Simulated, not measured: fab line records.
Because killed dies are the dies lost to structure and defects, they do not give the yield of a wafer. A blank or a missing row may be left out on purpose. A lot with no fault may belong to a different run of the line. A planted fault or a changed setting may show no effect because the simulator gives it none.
The tool behind it: which one? -- flow gf180mcu -- 6 lots, 18 wafers sampled, at 1 step of a route of 602

## WHAT THE GAUGES SHOWED, per wafer
GF_VT_IMPLANT_TW_MEAS_43.
lot,measured,on,VT_IMPLANT_4_TW
L425,day 8 07:34,film metro-01,689 687 689
L431,day 10 00:46,film metro-04,683 684 687
L438,day 11 23:03,film metro-03,682 681 681
L440,day 12 11:20,film metro-03,686 689 683
L444,day 13 10:13,film metro-01,691 691 686
L446,day 14 03:19,film metro-04,686 687 690

## EACH LOT AND THE TOOL THAT RAN IT (in order: tool; ch and the chambers of the sampled wafers; start)
Record: no process step prior to these readings.

## THE ANSWER, worked out from the rows above alone
Rule: the lots themselves supply what counts as usual. The widest of any qualifying gaps counts: lots, ordered by their means at a reading, are off when they make up no more than a third of the lots, leave a main group of 4 or more, and stand apart from it by 3 or more times the standard deviation of that group's means. If all means in a main group match to the digits the tables above print for the reading, that group is not used. A lot without any number at a reading at which 4 lots or more have one is off too. All remaining lots with rows at the step are treated as sound.
Across all readings shown, no lot is off: no conclusion can be drawn from this.

## WHAT THE SIMULATOR HAD PUT IN
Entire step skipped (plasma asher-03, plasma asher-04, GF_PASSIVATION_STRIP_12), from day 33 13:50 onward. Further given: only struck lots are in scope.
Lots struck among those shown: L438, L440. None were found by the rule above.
